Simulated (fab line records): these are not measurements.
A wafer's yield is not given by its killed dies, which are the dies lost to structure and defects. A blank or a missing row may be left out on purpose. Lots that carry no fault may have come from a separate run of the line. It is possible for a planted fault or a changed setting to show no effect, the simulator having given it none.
Problem report, 8D (eight disciplines) form, completed by code -- flow gf180mcu -- the parts of the form that need people (team, actions taken, sign-off) are left out

## 1. THE ISSUE
Mean of beamEnergyKeV at GF_VT_IMPLANT_IMPLANT_19: 102.90 across 6 wafers in 2 lots; on wafers with no fault it is 100.00 (standard deviation 0.033). That is +88 standard deviations from the usual mean.
First observed at day 8 11:06: wafer L657.2, on implanter-01. At this step, 42 wafers from 14 lots have a number in the record. By rule, "out" or "out of limits" means more than 4 standard deviations away from the usual mean. All remaining wafers that have a number are taken as sound.

## 2. WHAT IT IS, WHAT IT ISN'T
question,is,is not
which readings at this step,beamEnergyKeV,-
which lots,"L657, L661","L649, L650, L651, L652, L653, L663, L664, L666, L669, L670, L671, L672"
which wafers of those lots,all that have a number,-
read on which tools,implanter-01,"implanter-02, implanter-03"
when,from day 8 11:06,"up to then (15 sound wafers); but 21 sound wafers of L663, L664, L666, L669, L670, L671, L672 came after"

## 3. SUSPECTS, AND WHAT RULES EACH OUT
Counting: any tool at a process step up to the reading is kept as a suspect provided that every lot that is out went through it and no sound lot did after the first of them.
- implanter-01 at GF_VT_IMPLANT_IMPLANT_19: ruled out as a lasting fault. Following L657 (day 8 11:06), the first lot on it that is out, the sound lots L671 were run on it.
Left after counting: nothing in the record.

## 4. THE CAUSE (what the simulator had put in)
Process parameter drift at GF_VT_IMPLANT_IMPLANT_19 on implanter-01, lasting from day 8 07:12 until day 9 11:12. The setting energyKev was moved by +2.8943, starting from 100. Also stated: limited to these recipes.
Counting ruled it out, wrongly.

## 5. SEQUENCE OF EFFECTS, ordered by route
Each row: a reading whose mean over the struck wafers that have a number lies more than 3 standard deviations from the usual. Only readings for which the record gives a usual standard deviation are gone through. hours: the time from each lot's start at the first step in this table that gives one to its start at this step, as a median over the lots. sigmas: the change in usual standard deviations.
hours,step,reading,usual,on struck wafers,change,sigmas
0,GF_VT_IMPLANT_IMPLANT_19,beamEnergyKeV,100.00,102.90,+2.90,+88
It contains these process steps:
- GF_VT_IMPLANT_IMPLANT_19
At these later measuring or inspecting steps, every struck wafer for which the step has a row has a number for every such reading, and none has moved that far: GF_VT_IMPLANT_RS_MEAS_47.

## 6. WHAT WOULD HAVE CAUGHT IT SOONER
4 hours passed between the start of the fault at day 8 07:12 and the first reading out of limits in this record, taken at day 8 11:06.
